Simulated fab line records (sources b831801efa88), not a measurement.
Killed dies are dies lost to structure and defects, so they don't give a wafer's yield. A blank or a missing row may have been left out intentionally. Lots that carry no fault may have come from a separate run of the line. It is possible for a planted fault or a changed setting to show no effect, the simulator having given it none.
fab line records ; flow sky130
record: lots: 7; wafers: 18; last_day: 50
route steps=708 shown POLY_CUT@310 SD_P@320 PAD_OPEN@708
lots untouched by any fault: they come from a run of this same line in which no faults occurred
start_h: hours from the record's opening day to when the first of the lot's shown wafers began ; wait_h: how many hours have passed since the lot's step before this one ; " the same as in the row above ; L1.1+2: one row covering several wafers at once ; - no value, or no start given ; * or withheld: withheld ; < > ~ a bound
route shown NAME@n: NAME is a module with steps in the file, n the number in the route of the first one ; usual: mean and standard deviation over wafers with no fault ; same: alike in all rows ; chamber/n: place in a boat ; sites: the reading at each site ; _std_site: the standard deviation of these ; _edge_site: inner sites' mean taken away from outer sites' mean ; radius_mm: for every site, how far away it sits from the centre of the wafer ; mask NAME#n: copy n ; behind: the last tool/chamber to shape the wafer ; hold: the reason the lot was held/the length of the hold in hours/how it ended ; device: transistor that didn't switch, given as n, p or np ; end of line: tests of these same wafers at the route's end ; for a step that has no rows: nothing shown but its recipe ; killed: count of dies lost to structure and defects at first sort (not the wafer's yield) ; map: the dies of a wafer, with x for killed, . for not killed, _ for no die there
set.NAME: the setting that was run; set.NAME@STEP: the one run at that earlier step ; model.NAME: the simulator's own value behind a step, which no gauge read
lots at selected steps of the route; one table per step, one row per wafer
services: a tool's chamber out of use, with start hour (start_h, from the record's first day; less than 0 if before it), hours out, and reason
== steps ==
step: SKY_POLY_CUT_COAT_03
recipe: resist: KrF-thick; spin_rpm: 3000; resist_thk_nm: 450
step: SKY_POLY_CUT_SOFTBAKE_04
recipe: temp_c: 100; time_s: 90; resist: KrF-thick
step: SKY_POLY_CUT_EXPOSE_05
recipe: mask_id: NPCM; na: 0.8; source_shape: annular; sigma_inner: 0.55; sigma_outer: 0.85; target_cd_nm: 270; dose_mj: 32
step: SKY_POLY_CUT_PEB_06
recipe: peb_temp_c: withheld; peb_time_s: withheld; resist: KrF-thick
step: SKY_POLY_CUT_DEVELOP_07
recipe: develop_time_s: 60; resist: KrF-thick; dev_temp_c: 21
step: SKY_POLY_CUT_CD_MEAS_08
recipe: target_cd_nm: 270
usual: cd_nm: 270.2/1.3
lot.wafer;tool;chamber;start_h;wait_h;cd_nm
L565.1;cd_sem-02;-;622.60;-;270.2
L565.5;cd_sem-02;-;622.60;-;269.4
L565.6;cd_sem-02;-;622.60;-;270.4
L566.1;cd_sem-02;-;638.39;-;271.6
L566.2;cd_sem-02;-;638.39;-;270.4
L566.3;cd_sem-02;-;638.39;-;269.4
L572.1;cd_sem-02;-;689.41;-;270.2
L572.5;cd_sem-02;-;689.41;-;269.3
L572.6;cd_sem-02;-;689.41;-;268.8
L573.3;cd_sem-01;-;697.54;-;270.8
L573.4;cd_sem-01;-;697.54;-;270.6
L574.1;cd_sem-02;-;701.14;-;273.1
L574.5;cd_sem-02;-;701.14;-;272.8
L575.1;cd_sem-02;-;710.29;-;269.2
L575.5;cd_sem-02;-;710.29;-;270.6
L578.1;cd_sem-02;-;733.20;-;270.8
L578.2;cd_sem-02;-;733.20;-;269.8
L578.6;cd_sem-02;-;733.20;-;272.1
step: SKY_POLY_CUT_OVL_MEAS_09
usual: POLY_CUT_OVL: 3/5.6
lot.wafer;tool;chamber;start_h;wait_h;POLY_CUT_OVL[nm]
L565.1;overlay-01;-;622.72;0.1;-2
L565.5;overlay-01;-;622.72;0.1;-6
L565.6;overlay-01;-;622.72;0.1;-5
L566.1;overlay-02;-;638.51;0.1;6
L566.2;overlay-02;-;638.51;0.1;8
L566.3;overlay-02;-;638.51;0.1;4
L572.1;overlay-01;-;689.53;0.1;0
L572.5;overlay-01;-;689.53;0.1;12
L572.6;overlay-01;-;689.53;0.1;10
L573.3;overlay-01;-;697.63;0.1;3
L573.4;overlay-01;-;697.63;0.1;-6
L574.1;overlay-01;-;701.26;0.1;-1
L574.5;overlay-01;-;701.26;0.1;2
L575.1;overlay-01;-;710.41;0.1;-3
L575.5;overlay-01;-;710.41;0.1;0
L578.1;overlay-02;-;733.32;0.1;11
L578.2;overlay-02;-;733.32;0.1;7
L578.6;overlay-02;-;733.32;0.1;8
step: SKY_POLY_CUT_ETCH_10
recipe: chemistry: N2/H2; target: BARC; ion_energy_ev: 200; source_w: 500; bias_w: 100; pressure_mtorr: 30; n2_flow_sccm: 100; h2_flow_sccm: 200; stop_on: SiO2; time_s: 45.9; target_depth_a: 600
usual: bias_w: 99.99/0.27; drypump_motor_current_A: 5.75/0.28; oes_product_au: 0.855/0.0045; rf_fwd_power_W: 494.9/1.9; throttle_valve_pct: 13.224/0.0087
lot.wafer;tool;chamber;start_h;wait_h;bias_w;drypump_motor_current_A;oes_product_au;rf_fwd_power_W;rf_hours_counter_h;throttle_valve_pct
L565.1;rie_diel-03;2;622.76;0.0;99.77;6.23;0.859;497.4;9;13.224
L565.5;rie_diel-03;3;622.76;0.0;99.79;6.24;0.843;492.5;-;13.223
L565.6;rie_diel-03;0;622.76;0.0;99.74;5.26;0.852;489.8;-;13.227
L566.1;rie_diel-01;0;638.54;0.0;100.01;5.70;0.852;494.1;19;13.230
L566.2;rie_diel-01;1;638.54;0.0;100.06;5.36;0.859;496.3;13;13.233
L566.3;rie_diel-01;2;638.54;0.0;100.46;5.84;0.855;495.7;17;13.210
L572.1;rie_diel-03;3;689.57;0.0;99.95;6.22;0.863;496.3;18;13.220
L572.5;rie_diel-03;2;689.57;0.0;99.96;6.25;0.853;495.9;-;13.214
L572.6;rie_diel-03;3;689.57;0.0;99.80;6.22;0.861;492.5;-;13.219
L573.3;rie_diel-01;1;697.66;0.0;99.86;5.37;0.860;496.7;15;13.220
L573.4;rie_diel-01;2;697.66;0.0;99.93;5.83;0.856;495.8;-;13.229
L574.1;rie_diel-03;1;701.29;0.0;100.27;5.76;0.855;493.0;48;13.215
L574.5;rie_diel-03;0;701.29;0.0;100.16;5.23;0.852;494.3;-;13.214
L575.1;rie_diel-03;3;710.44;0.0;99.73;6.20;0.858;494.5;19;13.237
L575.5;rie_diel-03;2;710.44;0.0;99.51;6.24;0.854;497.6;-;13.231
L578.1;rie_diel-02;0;733.36;0.0;100.16;5.53;0.858;493.4;1;13.214
L578.2;rie_diel-02;1;733.36;0.0;100.03;5.64;0.854;496.0;30;13.233
L578.6;rie_diel-02;1;733.36;0.0;100.44;5.65;0.849;493.8;-;13.229
step: SKY_POLY_CUT_ETCH_11
recipe: target: Si3N4; chemistry: CF4/CH2F2/Ar; stop_on: poly-Si; source_w: 600; bias_w: 150; pressure_mtorr: 40; cf4_flow_sccm: 40; ch2f2_flow_sccm: 20; Ar_flow_sccm: 150; time_s: 42.5; target_depth_a: 600
usual: bias_w: 149.9/0.39; cf4_flow_sccm: 40.00/0.12; drypump_motor_current_A: 5.74/0.29; oes_product_au: 0.835/0.0063; rf_fwd_power_W: 593.5/2.2; throttle_valve_pct: 14.995/0.0093
lot.wafer;tool;chamber;start_h;wait_h;bias_w;cf4_flow_sccm;drypump_motor_current_A;oes_product_au;rf_fwd_power_W;rf_hours_counter_h;throttle_valve_pct
L565.1;rie_diel-03;2;622.80;0.0;149.7;40.13;6.27;0.837;596.1;9;14.993
L565.5;rie_diel-03;3;622.80;0.0;149.5;40.04;6.23;0.841;592.7;-;15.005
L565.6;rie_diel-03;0;622.80;0.0;150.0;40.10;5.21;0.839;590.8;-;14.989
L566.1;rie_diel-01;0;638.59;0.0;150.2;39.90;5.71;0.842;592.3;20;14.996
L566.2;rie_diel-01;1;638.59;0.0;149.8;40.11;5.37;0.840;595.5;14;14.987
L566.3;rie_diel-01;2;638.59;0.0;150.3;39.91;5.83;0.838;595.4;17;14.999
L572.1;rie_diel-03;3;689.61;0.0;150.5;40.11;6.21;0.844;596.0;18;14.995
L572.5;rie_diel-03;2;689.61;0.0;149.3;40.04;6.27;0.846;595.3;-;14.980
L572.6;rie_diel-03;3;689.61;0.0;149.9;39.98;6.21;0.844;598.3;-;14.986
L573.3;rie_diel-01;1;697.70;0.0;150.1;40.15;5.40;0.826;595.3;15;14.993
L573.4;rie_diel-01;2;697.70;0.0;149.6;39.99;5.85;0.839;593.7;-;15.003
L574.1;rie_diel-03;1;701.34;0.0;149.8;40.02;5.76;0.841;595.0;48;14.988
L574.5;rie_diel-03;0;701.34;0.0;149.5;39.98;5.15;0.843;591.7;-;15.003
L575.1;rie_diel-03;3;710.49;0.0;149.4;40.07;6.22;0.845;594.8;19;14.986
L575.5;rie_diel-03;2;710.49;0.0;150.5;39.88;6.25;0.842;596.8;-;15.001
L578.1;rie_diel-02;0;733.40;0.0;150.1;39.81;5.55;0.833;595.0;1;14.987
L578.2;rie_diel-02;1;733.40;0.0;149.7;40.01;5.65;0.837;593.5;30;15.009
L578.6;rie_diel-02;1;733.40;0.0;150.0;40.17;5.66;0.833;592.9;-;14.986
step: SKY_POLY_CUT_STRIP_12
recipe: chemistry: O2/N2; power_w: 1400; pressure_mtorr: 1500; platen_temp_c: withheld; o2_flow_sccm: 3000; n2_flow_sccm: 300; overash_fraction: 0.5
usual: drypump_motor_current_A: 5.46/0.27; o2_flow_sccm: 3000/8.9; oes_product_au: 0.453/0.0044; strip_time_to_endpoint_s: 5.362/0.017
lot.wafer;tool;chamber;start_h;wait_h;drypump_motor_current_A;o2_flow_sccm;oes_product_au;rf_hours_counter_h;strip_time_to_endpoint_s
L565.1;plasma_asher-02;1;622.84;0.0;5.33;3002;0.454;92;5.343
L565.5;plasma_asher-02;0;622.84;0.0;6.06;3007;0.451;-;5.353
L565.6;plasma_asher-02;1;622.84;0.0;5.35;3010;0.454;-;5.351
L566.1;plasma_asher-01;1;638.63;0.0;5.85;3009;0.453;21;5.335
L566.2;plasma_asher-01;0;638.63;0.0;5.34;3009;0.452;21;5.367
L566.3;plasma_asher-01;0;638.63;0.0;5.33;2999;0.453;-;5.355
L572.1;plasma_asher-03;0;689.65;0.0;5.46;2993;0.448;87;5.393
L572.5;plasma_asher-03;0;689.65;0.0;5.39;3002;0.457;-;5.371
L572.6;plasma_asher-03;1;689.65;0.0;5.21;2993;0.458;-;5.388
L573.3;plasma_asher-03;1;697.77;0.1;5.20;3008;0.457;-;5.353
L573.4;plasma_asher-03;0;697.77;0.1;5.35;2990;0.457;-;5.362
L574.1;plasma_asher-03;0;701.38;0.0;5.43;2988;0.456;88;5.356
L574.5;plasma_asher-03;0;701.38;0.0;5.41;2993;0.453;-;5.352
L575.1;plasma_asher-02;1;710.53;0.0;5.34;2995;0.452;99;5.375
L575.5;plasma_asher-02;0;710.53;0.0;6.07;2993;0.453;-;5.351
L578.1;plasma_asher-03;0;733.44;0.0;5.39;3004;0.451;91;5.364
L578.2;plasma_asher-03;1;733.44;0.0;5.22;3016;0.459;91;5.353
L578.6;plasma_asher-03;1;733.44;0.0;5.27;3008;0.451;-;5.380
step: SKY_SD_P_DEHYDRATE_00
recipe: temp_c: 200; time_s: 60
step: SKY_SD_P_HMDS_01
recipe: prime_time_s: 60; prime_temp_c: 120
step: SKY_SD_P_COAT_02
recipe: resist: NOVOLAK; spin_rpm: 3000; resist_thk_nm: 1140
lot.wafer;tool;chamber;start_h;wait_h;model.NOVOLAK_of_SD_P_COAT_02.thk_nm
L565.1;litho_track-03;0;636.54;0.1;1127
L565.5+6;litho_track-03;0;636.54;0.1;1135
L566.1+2;litho_track-02;0;652.01;0.1;1141
L566.3;litho_track-02;0;652.01;0.1;1140
L572.1+6;litho_track-02;0;703.61;0.1;1142
L572.5;litho_track-02;0;703.61;0.1;1138
L573.3;litho_track-02;0;711.56;0.1;1142
L573.4;litho_track-02;0;711.56;0.1;731.5
L574.1;litho_track-02;0;714.26;0.1;733.7
L574.5;litho_track-02;0;714.26;0.1;1145
L575.1;litho_track-02;0;723.96;0.1;731.4
L575.5;litho_track-02;0;723.96;0.1;1141
L578.1;litho_track-04;0;746.08;0.1;1140
L578.2;litho_track-04;0;746.08;0.1;1139
L578.6;litho_track-04;0;746.08;0.1;1138
step: SKY_SD_P_SOFTBAKE_03
recipe: temp_c: 90; time_s: 60; resist: NOVOLAK
step: SKY_SD_P_EXPOSE_04
recipe: mask_id: PSDM; na: 0.6; source_shape: conventional; sigma_outer: 0.6; polarization: unpolarized; target_cd_nm: 380; dose_mj: 138
step: SKY_SD_P_PEB_05
recipe: temp_c: withheld; time_s: *; resist: NOVOLAK
step: SKY_SD_P_DEVELOP_06
recipe: resist: NOVOLAK; developer: TMAH; develop_time_s: 60; dev_temp_c: 23
lot.wafer;tool;chamber;start_h;wait_h;model.NOVOLAK_of_SD_P_COAT_02.thk_nm
L565.1;litho_track-03;0;650.54;0.1;1126
L565.5+6;litho_track-03;0;650.54;0.1;1135
L566.1+2;litho_track-02;0;666.16;0.1;1141
L566.3;litho_track-02;0;666.16;0.1;1140
L572.1+6;litho_track-04;0;716.78;0.1;1141
L572.5;litho_track-04;0;716.78;0.1;1138
L573.3;litho_track-02;0;724.81;0.1;1142
L573.4;litho_track-02;0;724.81;0.1;731.1
L574.1;litho_track-03;0;727.84;0.1;733.3
L574.5;litho_track-03;0;727.84;0.1;1145
L575.1;litho_track-03;0;737.34;0.1;731
L575.5;litho_track-03;0;737.34;0.1;1140
L578.1;litho_track-04;0;759.93;0.1;1140
L578.2;litho_track-04;0;759.93;0.1;1139
L578.6;litho_track-04;0;759.93;0.1;1138
step: SKY_SD_P_CD_MEAS_07
recipe: target_cd_nm: 380
usual: cd_nm: 381.4/2.9
lot.wafer;tool;chamber;start_h;wait_h;cd_nm
L565.1;cd_sem-01;-;650.69;0.1;380.8
L565.5;cd_sem-01;-;650.69;0.1;380.9
L565.6;cd_sem-01;-;650.69;0.1;380.3
L566.1;cd_sem-01;-;666.31;0.1;386.4
L566.2;cd_sem-01;-;666.31;0.1;388.3
L566.3;cd_sem-01;-;666.31;0.1;383.8
L572.1;cd_sem-01;-;716.93;0.1;380.5
L572.5;cd_sem-01;-;716.93;0.1;380.9
L572.6;cd_sem-01;-;716.93;0.1;382.8
L573.3;cd_sem-01;-;724.95;0.1;378.0
L573.4;cd_sem-01;-;724.95;0.1;426.7
L574.1;cd_sem-02;-;727.99;0.1;424.0
L574.5;cd_sem-02;-;727.99;0.1;376.1
L575.1;cd_sem-01;-;737.56;0.2;429.2
L575.5;cd_sem-01;-;737.56;0.2;383.4
L578.1;cd_sem-01;-;760.08;0.1;384.4
L578.2;cd_sem-01;-;760.08;0.1;385.4
L578.6;cd_sem-01;-;760.08;0.1;383.7
step: SKY_SD_P_OVL_MEAS_08
usual: SD_P_OVL: 1.5/1.3
lot.wafer;tool;chamber;start_h;wait_h;SD_P_OVL[nm]
L565.1;overlay-02;-;650.81;0.1;1.3
L565.5;overlay-02;-;650.81;0.1;0.9
L565.6;overlay-02;-;650.81;0.1;-0.6
L566.1;overlay-02;-;666.43;0.1;3.2
L566.2;overlay-02;-;666.43;0.1;4.0
L566.3;overlay-02;-;666.43;0.1;3.5
L572.1;overlay-01;-;717.05;0.1;2.1
L572.5;overlay-01;-;717.05;0.1;0.7
L572.6;overlay-01;-;717.05;0.1;0.7
L573.3;overlay-02;-;725.05;0.1;3.5
L573.4;overlay-02;-;725.05;0.1;1.4
L574.1;overlay-01;-;728.11;0.1;1.7
L574.5;overlay-01;-;728.11;0.1;1.3
L575.1;overlay-02;-;737.68;0.1;2.4
L575.5;overlay-02;-;737.68;0.1;1.8
L578.1;overlay-02;-;760.20;0.1;0.2
L578.2;overlay-02;-;760.20;0.1;0.4
L578.6;overlay-02;-;760.20;0.1;0.8
step: SKY_SD_P_IMPLANT_09
recipe: species: BF2; energy_kev: 20; dose_cm2: 3e+15; tilt_deg: 0
step: SKY_SD_P_STRIP_10
recipe: chemistry: O2/N2; power_w: 1400; pressure_mtorr: 1500; platen_temp_c: withheld; o2_flow_sccm: 3000; n2_flow_sccm: 300; overash_fraction: 0.5
usual: drypump_motor_current_A: 5.7/0.3; o2_flow_sccm: 3000/9.6; oes_product_au: 0.617/0.0048; strip_time_to_endpoint_s: 17.49/0.042
lot.wafer;tool;chamber;start_h;wait_h;drypump_motor_current_A;o2_flow_sccm;oes_product_au;rf_hours_counter_h;strip_time_to_endpoint_s
L565.1;plasma_asher-02;1;650.99;0.1;5.4;3005;0.608;94;17.34
L565.5;plasma_asher-02;0;650.99;0.1;6.0;3013;0.617;-;17.43
L565.6;plasma_asher-02;1;650.99;0.1;5.4;2984;0.617;-;17.44
L566.1;plasma_asher-02;1;666.62;0.1;5.3;2978;0.616;96;17.52
L566.2;plasma_asher-02;0;666.62;0.1;6.1;2995;0.626;96;17.51
L566.3;plasma_asher-02;1;666.62;0.1;5.3;2991;0.620;-;17.50
L572.1;plasma_asher-02;0;717.23;0.1;6.1;2999;0.620;100;17.51
L572.5;plasma_asher-02;1;717.23;0.1;5.4;3001;0.614;-;17.48
L572.6;plasma_asher-02;0;717.23;0.1;6.1;2992;0.621;-;17.52
L573.3;plasma_asher-01;0;725.25;0.1;5.3;3010;0.622;-;17.50
L573.4;plasma_asher-01;1;725.25;0.1;5.8;3010;0.572;-;12.82
L574.1;plasma_asher-02;1;728.29;0.1;5.3;2980;0.580;101;12.86
L574.5;plasma_asher-02;0;728.29;0.1;6.1;2995;0.613;-;17.55
L575.1;plasma_asher-01;1;737.86;0.1;5.8;3005;0.579;31;12.85
L575.5;plasma_asher-01;1;737.86;0.1;5.8;3004;0.620;-;17.52
L578.1;plasma_asher-04;0;760.38;0.1;5.7;3001;0.609;64;17.50
L578.2;plasma_asher-04;1;760.38;0.1;5.9;3003;0.612;64;17.47
L578.6;plasma_asher-04;1;760.38;0.1;5.8;3020;0.622;-;17.47
step: SKY_SD_P_TW_MEAS_11
usual: SD_P_TW: 2824/21
lot.wafer;tool;chamber;start_h;wait_h;SD_P_TW
L565.1;film_metro-04;-;651.09;0.1;2818
L565.5;film_metro-04;-;651.09;0.1;2813
L565.6;film_metro-04;-;651.09;0.1;2820
L566.1;film_metro-04;-;666.72;0.1;2824
L566.2;film_metro-04;-;666.72;0.1;2828
L566.3;film_metro-04;-;666.72;0.1;2845
L572.1;film_metro-04;-;717.33;0.1;2816
L572.5;film_metro-04;-;717.33;0.1;2824
L572.6;film_metro-04;-;717.33;0.1;2826
L573.3;film_metro-03;-;725.34;0.1;2856
L573.4;film_metro-03;-;725.34;0.1;2845
L574.1;film_metro-02;-;728.39;0.1;2842
L574.5;film_metro-02;-;728.39;0.1;2850
L575.1;film_metro-04;-;737.96;0.1;2824
L575.5;film_metro-04;-;737.96;0.1;2830
L578.1;film_metro-02;-;760.48;0.1;2819
L578.2;film_metro-02;-;760.48;0.1;2823
L578.6;film_metro-02;-;760.48;0.1;2838
step: SKY_PAD_OPEN_PROBE_99
usual: killed_at_M0_to_M3: 44/6.9; killed_at_M4_up: 3.3/2.1; killed_at_contacts: 24/4.8; killed_at_front_end: 15/4.4; killed_at_other: 0.2/0.48; killed_dies: 87/9.5; killed_open: 48/6.5; killed_short: 39/6.3
same: gross_dies: 492; killed_at_back_side: 0
lot.wafer;tool;chamber;start_h;wait_h;killed_at_M0_to_M3;killed_at_M4_up;killed_at_contacts;killed_at_front_end;killed_at_other;killed_dies;killed_open;killed_short
L566.1;prober-01;-;1127.82;0.1;43;1;27;11;0;82;48;34
L566.2;prober-01;-;1127.87;0.1;44;1;23;21;0;89;53;36
L566.3;prober-01;-;1127.92;0.2;46;5;30;15;0;96;46;50
L573.3;prober-02;-;1168.22;0.2;39;9;20;17;0;85;45;39
L573.4;prober-02;-;1168.27;0.2;45;8;28;21;0;102;50;52
L574.5;prober-01;-;1170.50;0.2;45;1;21;21;1;89;44;44
killed by level:class
L566.1 LI_CONTACT:geometric_particle:open=9 VIA1:geometric_particle:open=8 VIA2:geometric_particle:open=8 VIA3:geometric_particle:open=7 CONTACT:geometric_particle:short=6 CONTACT:geometric_particle:open=6 VIA1:geometric_particle:short=6 LOCAL_INTERCONNECT:geometric_particle:short=4
L566.2 VIA1:geometric_particle:open=11 FIELD_ISO:geometric_particle:open=9 LI_CONTACT:geometric_particle:open=7 VIA3:geometric_particle:short=7 VIA2:geometric_particle:open=6 CONTACT:geometric_particle:open=6 CONTACT:geometric_particle:short=5 POLY_GATE:geometric_particle:open=4
L566.3 VIA1:geometric_particle:open=11 LI_CONTACT:geometric_particle:open=7 CONTACT:geometric_particle:short=7 METAL2:geometric_particle:short=7 VIA2:geometric_particle:open=7 FIELD_ISO:geometric_particle:short=6 VIA3:geometric_particle:short=5 CONTACT:geometric_particle:open=5
L573.3 VIA1:geometric_particle:open=11 FIELD_ISO:geometric_particle:short=7 CONTACT:geometric_particle:open=7 FIELD_ISO:geometric_particle:open=6 VIA2:geometric_particle:open=6 METAL4:geometric_particle:short=6 VIA1:geometric_particle:short=5 VIA3:geometric_particle:open=5
L573.4 CONTACT:geometric_particle:open=12 VIA1:geometric_particle:open=9 VIA2:geometric_particle:short=8 LI_CONTACT:geometric_particle:short=7 POLY_GATE:geometric_particle:open=6 METAL4:geometric_particle:short=6 FIELD_ISO:geometric_particle:open=5 FIELD_ISO:geometric_particle:short=5
L574.5 METAL2:geometric_particle:short=9 METAL1:geometric_particle:short=7 VIA2:geometric_particle:open=7 FIELD_ISO:geometric_particle:short=6 POLY_GATE:geometric_particle:open=6 VIA1:geometric_particle:short=6 VIA1:geometric_particle:open=6 LI_CONTACT:geometric_particle:open=5
== services ==
tool;chamber;start_h;hours;kind
rie_diel-01;0;625.82;7.1;repair
plasma_asher-04;-;635.27;1.8;repair
plasma_asher-03;-;640.99;1.4;repair
rie_diel-02;-;672.59;2.8;pm
rie_diel-01;0;672.91;132.0;repair
plasma_asher-02;-;684.16;7.0;repair
rie_diel-03;1;696.11;4.6;repair
rie_diel-03;-;697.69;0.2;repair
plasma_asher-02;-;698.03;1.7;repair
rie_diel-01;-;699.99;14.6;pm
rie_diel-01;-;715.71;2.8;pm
plasma_asher-01;-;719.50;1.9;repair
rie_diel-03;0;720.37;8.6;repair
rie_diel-01;2;727.19;1.8;repair
rie_diel-02;3;730.94;8.2;repair
plasma_asher-02;-;733.75;9.0;pm
plasma_asher-03;-;735.66;8.4;repair
rie_diel-03;1;742.14;-;clean
rie_diel-03;1;742.14;19.7;scheduled_down
rie_diel-03;1;742.14;19.7;vent_cycle
plasma_asher-01;-;742.75;2.8;pm
plasma_asher-01;-;746.89;2.0;repair
rie_diel-02;0;749.66;1.3;repair
plasma_asher-03;-;750.92;1.3;repair
== key ==
first_sign: step: SKY_SD_P_CD_MEAS_07; reading: cd_nm; direction: up; sigmas: 15; usual: 381.4; struck: 426.6
effect: step: SKY_SD_P_STRIP_10; reading: strip_time_to_endpoint_s; direction: down; sigmas: 99+; usual: *; struck: *
model_effect: step: SKY_SD_P_COAT_02; value: NOVOLAK_of_SD_P_COAT_02.thk_nm; without: 1139; struck: 732.2
model_effect: step: SKY_SD_P_DEVELOP_06; value: NOVOLAK_of_SD_P_COAT_02.thk_nm; without: 1138; struck: 731.8
met_at SKY_SD_P_COAT_02
struck_wafers L573.4,L574.1,L575.1
tester_left_out L573,L574,L575
onset_between 703.61 711.56
fault: kind: process_parameter_drift; tool: litho_track-02; chamber: -; onset_h: 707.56; steps: SKY_SD_P_COAT_02; channel: resist_thk_nm; offset: -407.02; shape: step; end_h: 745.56; scope: struck_wafers_only; acts_in: these_recipes_only; stated: 1140
tester_left_out: of these lots the tester's yield and bins aren't shown, on N5 and GAA mostly nor the transistor test; their killed dies are dies lost to structure and defects alone, not to doping, threshold or leakage, so they don't give the yield
